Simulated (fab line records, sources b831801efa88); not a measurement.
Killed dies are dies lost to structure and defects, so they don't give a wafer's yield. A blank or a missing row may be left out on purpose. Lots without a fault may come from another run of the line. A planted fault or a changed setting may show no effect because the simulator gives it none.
Which tool did it? | flow sky130 | 12 lots, 36 wafers sampled, at 4 steps of a route of 708

WHAT THE GAUGES READ, wafer by wafer
SKY_VT_ADJUST_HVTR_OVL_MEAS_08. Usual: VT_ADJUST_HVTR_OVL 1.7 nm, standard deviation 1.4.
lot  | measured     | on         | VT_ADJUST_HVTR_OVL (nm) | flag
L925 | day 9 10:41  | overlay-02 | 2.3 1.5 3.8             |
L926 | day 9 17:26  | overlay-02 | 1.1 0.7 0.6             |
L930 | day 11 07:02 | overlay-01 | 3.4 3.2 2.0             |
L929 | day 11 08:31 | overlay-01 | 0.3 1.1 -0.1            |
L941 | day 14 11:47 | overlay-02 | 1.9 0.2 -0.3            |
L942 | day 14 18:37 | overlay-01 | 0.6 -1.0 -0.4           |
L943 | day 14 20:59 | overlay-02 | 1.4 2.0 2.8             |
L944 | day 15 08:52 | overlay-02 | 1.7 2.7 4.1             |
L945 | day 15 14:20 | overlay-02 | 2.2 2.5 2.2             |
L946 | day 15 18:14 | overlay-02 | 0.6 -0.1 -0.3           |
L947 | day 16 03:13 | overlay-02 | 0.0 0.0 0.6             |
L948 | day 16 16:59 | overlay-01 | 3.0 3.7 2.8             |

SKY_SONOS_ONO_THK_MEAS_05. Usual: SONOS_ONO_CVD_04_THK 5.83 nm, standard deviation 0.081.
lot  | measured     | on            | SONOS_ONO_CVD_04_THK (nm) | flag
L925 | day 11 13:49 | film_metro-01 | 5.96 5.84 5.91            |
L926 | day 11 22:06 | film_metro-03 | 5.74 5.82 5.89            |
L930 | day 13 13:23 | film_metro-03 | 5.54 5.51 5.33            | OFF
L929 | day 13 14:38 | film_metro-03 | 5.39 5.50 5.41            | OFF
L941 | day 17 01:18 | film_metro-03 | 5.64 5.77 5.68            |
L942 | day 17 08:44 | film_metro-03 | 5.86 5.76 5.82            |
L943 | day 17 11:01 | film_metro-03 | 5.91 5.69 5.80            |
L944 | day 18 00:14 | film_metro-03 | 5.77 5.77 5.75            |
L945 | day 18 04:55 | film_metro-01 | 5.87 5.76 5.88            |
L946 | day 18 10:26 | film_metro-01 | 5.78 5.85 5.87            |
L947 | day 19 23:40 | film_metro-03 | 5.80 5.71 5.70            |
L948 | day 19 23:41 | film_metro-02 | 5.76 5.79 5.82            |

SKY_LOCAL_INTERCONNECT_CD_MEAS_11: target cd 170 nm. Usual: cd_nm 170.2 nm, standard deviation 1.5.
lot  | measured     | on        | cd_nm (nm)        | flag
L925 | day 30 08:40 | cd_sem-01 | 170.6 171.4 170.7 |
L926 | day 30 10:06 | cd_sem-02 | 171.0 172.2 172.7 |
L930 | day 32 01:59 | cd_sem-02 | 167.6 168.2 169.0 |
L929 | day 32 03:29 | cd_sem-02 | 169.1 170.7 171.3 |
L941 | day 35 13:58 | cd_sem-02 | 171.5 171.5 170.8 |
L942 | day 35 15:05 | cd_sem-01 | 168.1 168.8 167.7 |
L943 | day 35 19:01 | cd_sem-01 | 168.4 169.2 169.1 |
L944 | day 36 08:51 | cd_sem-01 | 171.1 169.8 169.9 |
L945 | day 36 09:34 | cd_sem-01 | 167.1 167.6 169.4 |
L946 | day 36 15:57 | cd_sem-02 | 169.2 169.2 169.2 |
L947 | day 38 05:54 | cd_sem-01 | 173.2 172.0 171.0 |
L948 | day 38 06:51 | cd_sem-02 | 170.2 170.9 170.4 |

WHICH TOOL RAN EACH LOT (tool, then ch and the chambers of the sampled wafers, then the start)
lot  | SKY_SONOS_ONO_CVD_04
L925 | lpcvd-03 ch 0, day 11 12:25
L926 | lpcvd-03 ch 0, day 11 20:51
L930 | lpcvd-03 ch 0, day 13 12:08
L929 | lpcvd-03 ch 0, day 13 13:23
L941 | lpcvd-03 ch 0, day 17 00:02
L942 | lpcvd-03 ch 1, day 17 07:29
L943 | lpcvd-03 ch 0, day 17 09:45
L944 | lpcvd-03 ch 0, day 17 22:58
L945 | lpcvd-03 ch 1, day 18 03:40
L946 | lpcvd-03 ch 0, day 18 09:11
L947 | lpcvd-03 ch 1, day 19 22:25
L948 | lpcvd-03 ch 1, day 19 22:25
- SKY_SONOS_ONO_CVD_04: deposits SiO2 from SiH4/N2O, target thk 5.7199 nm.

WHAT THE TOOLS THEMSELVES READ (means of the sampled wafers that have a number; where no wafer has one, the mark that the record gives instead)
SKY_SONOS_ONO_CVD_04. Usual: pressure_mtorr 399.8 mTorr, standard deviation 0.85; zone_power_top_pct 31.4 %, standard deviation 0.31.
lot  | tool     | pressure_mtorr (mTorr) | zone_power_top_pct (%) | flag
L925 | lpcvd-03 | 400.2                  | 31.1                   |
L926 | lpcvd-03 | 400.3                  | 31.2                   |
L930 | lpcvd-03 | 399.5                  | 31.5                   |
L929 | lpcvd-03 | 399.6                  | 31.5                   |
L941 | lpcvd-03 | 399.9                  | 31.4                   |
L942 | lpcvd-03 | 399.4                  | 31.4                   |
L943 | lpcvd-03 | 400.6                  | 31.2                   |
L944 | lpcvd-03 | 400.1                  | 31.4                   |
L945 | lpcvd-03 | 400.2                  | 31.1                   |
L946 | lpcvd-03 | 399.4                  | 31.3                   |
L947 | lpcvd-03 | 399.5                  | 31.2                   |
L948 | lpcvd-03 | 400.2                  | 31.5                   |

THE ANSWER, worked out from the rows above alone
Rule: a lot is off if the mean of its wafers that have a number lies more than 3 standard deviations from the usual mean. A lot without any number at a reading at which 4 lots or more have one is off too. The other lots that the step has rows for count as sound. The gauges are gone through in route order, then the tools' own readings, and for those a lot's mean is taken as printed above. The first step at which some lot is off is used, and at that step the reading that is off furthest; a lot without a number counts as furthest.
Off: L930, L929, at SKY_SONOS_ONO_THK_MEAS_05 (SONOS_ONO_CVD_04_THK).
A tool fits if, at a process step before that reading, it ran every lot that is off, and no sound lot after the first of them. The gauges at SKY_SONOS_ONO_THK_MEAS_05 are tried like those tools. None of those tried fits.

WHAT THE SIMULATOR HAD PUT IN
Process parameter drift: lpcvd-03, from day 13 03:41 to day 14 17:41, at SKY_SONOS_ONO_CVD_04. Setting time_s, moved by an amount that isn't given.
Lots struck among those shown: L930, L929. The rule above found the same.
